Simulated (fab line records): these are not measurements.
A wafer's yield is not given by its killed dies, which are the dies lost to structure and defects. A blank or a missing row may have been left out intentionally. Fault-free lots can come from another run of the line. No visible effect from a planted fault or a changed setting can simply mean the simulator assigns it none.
Matching of chambers ; flow sfq-line ; SFQ_TRILAYER_I6_DEP_PECVD_165 on pecvd-01 has 3 sister chambers
The step deposits SiO2 from SiH4/N2O, time 111.11 s, target thk 500 nm. 6 wafers are shown with their chamber, then 7 later ones without.

== WAFERS WITH THEIR CHAMBER ==
wafer;chamber;throttle-valve-pct (%);run-length-s (s)
L117.3;2;27.0;139.6
L122.6;1;25.3;139.6
L124.1;1;25.2;138.9
L124.2;2;27.1;139.5
L127.1;0;23.5;139.7
L127.5;0;23.8;139.5

== WAFERS WHOSE CHAMBER IS MISSING ==
wafer;throttle-valve-pct (%);run-length-s (s)
L127.6;23.7;139.8
L130.2;23.7;139.5
L130.4;22.7;138.8
L130.5;23.9;139.8
L132.1;22.4;139.1
L132.4;22.2;138.6
L132.5;23.5;139.6

== WHICH CHAMBER EACH WENT THROUGH ==
wafer;from the rows above;in truth
L127.6;0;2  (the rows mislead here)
L130.2;0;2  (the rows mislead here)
L130.4;0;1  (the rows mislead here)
L130.5;0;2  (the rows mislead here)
L132.1;0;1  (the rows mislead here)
L132.4;0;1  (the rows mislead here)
L132.5;0;0
1 of 7 placed correctly. Number that these rows cannot place: 0. 6 placed wrongly.
How it was worked out, from the rows above alone: a wafer's distance from a chamber is the root of the sum, over the readings, of the square of ((its reading less the chamber's mean) divided by the reading's scatter). If the next closest chamber is less than 2 further off than the closest, the wafer can't be placed; otherwise it belongs to the closest. For every chamber, the mean is computed from those of its wafers that are shown. How the scatter is found: for the shown wafers, subtract from each reading the mean of its chamber, square and add these, divide the total by (wafers less chambers), then take the root.
